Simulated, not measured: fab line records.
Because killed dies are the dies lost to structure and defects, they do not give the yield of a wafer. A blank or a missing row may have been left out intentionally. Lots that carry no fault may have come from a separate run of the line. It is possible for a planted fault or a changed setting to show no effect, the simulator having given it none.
Check of tool commonality	flow gf180mcu	42 wafers sampled across 14 lots

WHAT PROMPTED THE OPENING
At GF_HV_LDD_RS_MEAS_53 the reading HV_LDD_RS is flagged on 2 of 14 lots. Wafers without a fault read 419.8 ohm/sq, standard deviation 0.9.
Rule: a lot is flagged in two cases, either no wafer of it has a number, or all its wafers with numbers fall more than 4 standard deviations from that mean. As for the other lots, they are considered sound.

lot	measured	on	HV_LDD_RS (ohm/sq), wafer by wafer	flag
L211	day 12 05:16	filmMetro-01	420.9 420.4 420.2	
L212	day 12 17:09	filmMetro-04	420.6 419.7 421.3	
L213	day 12 20:24	filmMetro-04	420.2 420.0 420.3	
L217	day 14 03:22	filmMetro-01	419.3 419.9 420.0	
L220	day 15 06:04	filmMetro-04	422.5 420.3 421.7	
L221	day 15 13:33	filmMetro-04	418.7 419.5 418.7	
L222	day 16 01:14	filmMetro-04	418.8 419.7 419.8	
L223	day 16 06:56	filmMetro-03	418.8 417.3 418.2	
L224	day 16 18:30	filmMetro-03	424.6 424.9 424.2	FLAGGED
L225	day 17 05:39	filmMetro-04	424.6 424.9 425.3	FLAGGED
L228	day 18 19:02	filmMetro-03	420.2 419.5 419.0	
L232	day 19 14:15	filmMetro-01	420.2 419.4 419.4	
L233	day 19 22:41	filmMetro-01	418.3 419.9 419.7	
L234	day 20 10:18	filmMetro-04	420.9 420.9 421.5	
The numbers of the flagged lots are 424.8 ohm/sq on average: +4.9 ohm/sq against the usual, or +5 standard deviations.

WHICH TOOL EACH LOT WENT THROUGH
The record holds 1 process step before the reading, out of a route of 602 steps. Read each cell as the tool, then ch plus the chambers that the sampled wafers visited, then the start.
lot	flag	GF_HV_LDD_IMPLANT_33
L211		implanter-01 ch 0, day 11 09:24
L212		implanter-02 ch 0, day 11 21:05
L213		implanter-03 ch 0, day 12 00:05
L217		implanter-03 ch 0, day 13 07:19
L220		implanter-03 ch 0, day 14 08:18
L221		implanter-01 ch 0, day 14 16:25
L222		implanter-03 ch 0, day 15 02:45
L223		implanter-02 ch 0, day 15 07:27
L224	FLAGGED	implanter-03 ch 0, day 15 18:51
L225	FLAGGED	implanter-03 ch 0, day 16 05:40
L228		implanter-01 ch 0, day 17 18:51
L232		implanter-01 ch 0, day 18 13:36
L233		implanter-02 ch 0, day 18 21:09
L234		implanter-02 ch 0, day 19 08:45
These steps, and what they do:
- GF_HV_LDD_IMPLANT_33
- GF_HV_LDD_RS_MEAS_53: measures by four-point-probe.

FLAGGED AGAINST TOTAL, ONE TOOL AT A TIME (gauges that did the reading follow at the end)
step	tool	lots run	flagged	share of the flagged lots	sound lots run after its first flagged lot
GF_HV_LDD_IMPLANT_33	implanter-01	4	0	none	-
GF_HV_LDD_IMPLANT_33	implanter-02	4	0	none	-
GF_HV_LDD_IMPLANT_33	implanter-03	6	2	all	0
GF_HV_LDD_RS_MEAS_53	filmMetro-01	4	0	none	-
GF_HV_LDD_RS_MEAS_53	filmMetro-03	3	1	some	1 (L228)
GF_HV_LDD_RS_MEAS_53	filmMetro-04	7	1	some	1 (L234)

WHAT IS ALLOWED BY THE TABLE
1 row of the table ran every flagged lot: implanter-03 at GF_HV_LDD_IMPLANT_33.
- implanter-03 at GF_HV_LDD_IMPLANT_33 ran 6 lots, 2 of them flagged. Its last sound lot is L222 (day 15 02:45), its first flagged lot L224 (day 15 18:51): a fault that began between those two fits. Its own readings lie more than 4 standard deviations out on every wafer of the flagged lots: beamOnS, faradayCurrentUA.
Left over: one tool, implanter-03 at GF_HV_LDD_IMPLANT_33.

WHAT THE SIMULATOR HAD INSERTED
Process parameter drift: implanter-03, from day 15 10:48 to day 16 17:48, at GF_HV_LDD_IMPLANT_33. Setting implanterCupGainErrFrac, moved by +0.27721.
Shown lots that were struck: L224, L225. The rule given above showed the same thing.
